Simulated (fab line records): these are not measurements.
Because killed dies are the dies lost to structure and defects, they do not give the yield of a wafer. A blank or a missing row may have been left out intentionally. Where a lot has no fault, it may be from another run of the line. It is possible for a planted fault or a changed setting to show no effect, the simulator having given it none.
Struck lot and sound lot, side by side    flow sfq-line    42 steps out of a route of 325
Sound: these wafers, L573.1, L573.3, L573.5. Struck: wafer L587.6. (L587.2, L587.4 of the same lot were not struck and are left out.) The cause comes at the end.
At each step with rows: each side's tool, then ch and its chambers, then its first start. Under that, the readings that differ: sound wafers    struck wafers    difference of the means    sigmas: that difference in standard deviations of wafers without a fault.
alike: words and numbers the same on both sides, and readings whose means are apart by under 2 such deviations; not compared: readings that were withheld, readings missing a value for some wafer, numbers with overlapping values and no deviation given by the record, and bounds like >300 which may hide the same value.
The two part at a step that has a row with sigmas, a row that says differs or no value, or rows on one side only. When numbers do not overlap yet have no deviation, they are printed without sigmas and do not part them. Lack of a reading on every wafer of one side parts them only where that side has two or more wafers.

first, 6 steps without rows for these wafers: SFQ_TRILAYER_M2_LITHO_COAT_062 (resist thk 62 nm); SFQ_TRILAYER_M2_LITHO_COAT_057 (resist thk 600 nm); SFQ_TRILAYER_M2_LITHO_SOFTBAKE_061; SFQ_TRILAYER_M2_LITHO_EXPOSE_058 (exposes mask M2, target cd 500 nm); SFQ_TRILAYER_M2_LITHO_PEB_060 (peb time 60 s); SFQ_TRILAYER_M2_LITHO_DEVELOP_059 (time 60 s).
SFQ_M2_OVL_MEAS_916:
  struck on overlay-02, day 25 06:29; sound on overlay-02, day 22 06:41
  alike: M2_OVL
then, 4 steps without rows for these wafers: SFQ_TRILAYER_M2_BARC_OPEN_METAL_ETCH_077 (etches BARC in O2, target depth 125 nm, time 41.7 s); SFQ_TRILAYER_M2_ETCH_METAL_ETCH_060 (etches Nb in Cl2/Ar, stops on SiO2, target depth 240 nm, time 120 s); SFQ_TRILAYER_M2_STRIP_STRIP_061 (strips in O2); SFQ_TRILAYER_M2_STRIP_SOLV_CLEAN_062 (cleans in NMP, time 600 s).
SFQ_TRILAYER_I2_DEP_PECVD_063: deposits SiO2 from SiH4/N2O, time 111.11 s, target thk 500 nm.
  sound on pecvd-03 ch 0,2, day 22 07:41; struck on pecvd-03 ch 1, day 25 07:29
reading                 sound           struck  difference  sigmas
heater-power-w (W)      86 118 123      77      -32         -2
throttle-valve-pct (%)  24.1 23.7 23.5  26.6    +2.8        +2
  alike: showerhead-vpp-V
SFQ_TRILAYER_I2_CMP_CMP_064: polishes SiO2.
  sound on cmp-02 ch 0,1,3, day 22 15:08; struck on cmp-01 ch 2, day 26 19:42
reading                                              sound              struck  difference  sigmas
time-to-endpoint-s (s)                               214 217 226        281     +62         +10
model.SiO2_of_TRILAYER_I2_DEP_PECVD_063.thk-nm (nm)  200.3 200.4 200.4  304.9   +104.5      
  alike: edge-zone-pressure-frac, motor-current-A, retaining-ring-pressure-frac
SFQ_I2_BOW_MEAS_917:
  struck on film-metro-04, day 26 20:13; sound on film-metro-02, day 22 18:08
  alike: I2_BOW
SFQ_TRILAYER_I2_METRO_MEASURE_065:
  struck on film-metro-04, day 26 20:31; sound on film-metro-02, day 22 18:16
reading      sound              struck  difference  sigmas
thk-nm (nm)  200.3 200.3 200.4  304.9   +104.6      +99 or more
then, 6 steps without rows for these wafers: SFQ_TRILAYER_I2_VIA_LITHO_COAT_072 (resist thk 62 nm); SFQ_TRILAYER_I2_VIA_LITHO_COAT_067 (resist thk 650 nm); SFQ_TRILAYER_I2_VIA_LITHO_SOFTBAKE_071; SFQ_TRILAYER_I2_VIA_LITHO_EXPOSE_068 (exposes mask I2, target cd 500 nm); SFQ_TRILAYER_I2_VIA_LITHO_PEB_070 (peb time 60 s); SFQ_TRILAYER_I2_VIA_LITHO_DEVELOP_069 (time 60 s).
-- the record jumps here: 6 days lie between the struck wafers' starts before and after --
SFQ_I2_OVL_MEAS_918:
  struck on overlay-02, day 32 13:20; sound on overlay-02, day 23 12:50
  alike: I2_OVL
then, 1 step without rows for these wafers: SFQ_TRILAYER_I2_VIA_BARC_OPEN_VIA_ETCH_096 (etches BARC in O2, target depth 125 nm, time 41.7 s).
SFQ_TRILAYER_I2_VIA_ETCH_VIA_ETCH_070: etches SiO2 in CHF3, stops on Nb, target depth 260 nm.
  sound on rie-diel-03 ch 1,2,3, day 23 12:55; struck on rie-diel-01 ch 1, day 32 13:25
reading                         sound              struck  difference  sigmas
oes-product-au (a.u.)           0.854 0.859 0.850  1.008   +0.154      +30
model.I2.feature-depth-nm (nm)  200.3 200.4 200.4  261.8   +61.4       
model.etch.depth-nm (nm)        200.3 200.4 200.4  261.8   +61.4       
  alike: drypump-motor-current-A
then, 2 steps without rows for these wafers: SFQ_TRILAYER_I2_VIA_STRIP_STRIP_071 (strips in O2); SFQ_TRILAYER_I2_VIA_STRIP_SOLV_CLEAN_072 (cleans in NMP, time 600 s).
SFQ_TRILAYER_M3_DEP_PRE_CLEAN_074: time 22.5 s.
  struck on pvd-sputter-03, day 32 14:18; sound on pvd-sputter-06, day 23 13:48
reading                                              sound              struck  difference  sigmas
model.SiO2_of_TRILAYER_I2_DEP_PECVD_063.thk-nm (nm)  192.8 192.9 192.9  297.4   +104.5      
then, 1 step without rows for these wafers: SFQ_TRILAYER_M3_DEP_SPUTTER_073 (material Nb, target thk 200 nm, time 133.3 s).
SFQ_M3_RS_MEAS_919: a four-point-probe measurement.
  struck on film-metro-03, day 32 14:26; sound on film-metro-03, day 23 13:55
  alike: M3_NB_RS
then, 6 steps without rows for these wafers: SFQ_TRILAYER_M3_LITHO_COAT_080 (resist thk 62 nm); SFQ_TRILAYER_M3_LITHO_COAT_075 (resist thk 600 nm); SFQ_TRILAYER_M3_LITHO_SOFTBAKE_079; SFQ_TRILAYER_M3_LITHO_EXPOSE_076 (exposes mask M3, target cd 500 nm); SFQ_TRILAYER_M3_LITHO_PEB_078 (peb time 60 s); SFQ_TRILAYER_M3_LITHO_DEVELOP_077 (time 60 s).
-- the record jumps here: 6 days lie between the struck wafers' starts before and after --
SFQ_M3_OVL_MEAS_921:
  struck on overlay-01, day 38 17:39; sound on overlay-01, day 24 03:02
  alike: M3_OVL
SFQ_TRILAYER_M3_BARC_OPEN_METAL_ETCH_100: etches BARC in O2, target depth 125 nm, time 41.7 s.
  sound on rie-metal-02 ch 0, day 24 03:04; struck on rie-metal-04 ch 1, day 38 17:41
  alike: drypump-motor-current-A, oes-product-au
  not compared: rf-hours-counter-h
SFQ_TRILAYER_M3_ETCH_METAL_ETCH_078: etches Nb in Cl2/Ar, stops on SiO2, target depth 240 nm, time 120 s.
  sound on rie-metal-02 ch 0, day 24 03:08; struck on rie-metal-04 ch 1, day 38 17:44
  alike: drypump-motor-current-A, oes-product-au
  not compared: rf-hours-counter-h
SFQ_TRILAYER_M3_STRIP_STRIP_079: strips in O2.
  sound on rie-metal-02 ch 0, day 24 03:16; struck on rie-metal-04 ch 1, day 38 17:52
  alike: drypump-motor-current-A, oes-product-au
  not compared: rf-hours-counter-h
then, 1 step without rows for these wafers: SFQ_TRILAYER_M3_STRIP_SOLV_CLEAN_080 (cleans in NMP, time 600 s).
SFQ_TRILAYER_I3_DEP_PECVD_081: deposits SiO2 from SiH4/N2O, time 111.11 s, target thk 500 nm.
  sound on pecvd-03 ch 0,1,2, day 24 04:02; struck on pecvd-03 ch 0, day 38 18:38
  alike: heater-power-w, showerhead-vpp-V, throttle-valve-pct
-- the record jumps here: 48 days lie between the struck wafers' starts before and after --
SFQ_M8_BOW_MEAS_951:
  struck on film-metro-03, day 86 07:08; sound on film-metro-04, day 81 13:52
reading                  sound              struck  difference  sigmas
model.etest.i2.link-ohm  1.981 1.972 1.988  1e+06   +1e+06      
  alike: M8_BOW

== WHERE THEY PART ==
At SFQ_TRILAYER_I2_DEP_PECVD_063 first; at SFQ_TRILAYER_I2_VIA_ETCH_VIA_ETCH_070 last (within this record only). Later steps at which nothing parts them and some readings are alike: SFQ_M3_RS_MEAS_919, SFQ_M3_OVL_MEAS_921, SFQ_TRILAYER_M3_BARC_OPEN_METAL_ETCH_100, SFQ_TRILAYER_M3_ETCH_METAL_ETCH_078, SFQ_TRILAYER_M3_STRIP_STRIP_079, SFQ_TRILAYER_I3_DEP_PECVD_081, SFQ_M8_BOW_MEAS_951.

WHY: what had been put in by the simulator
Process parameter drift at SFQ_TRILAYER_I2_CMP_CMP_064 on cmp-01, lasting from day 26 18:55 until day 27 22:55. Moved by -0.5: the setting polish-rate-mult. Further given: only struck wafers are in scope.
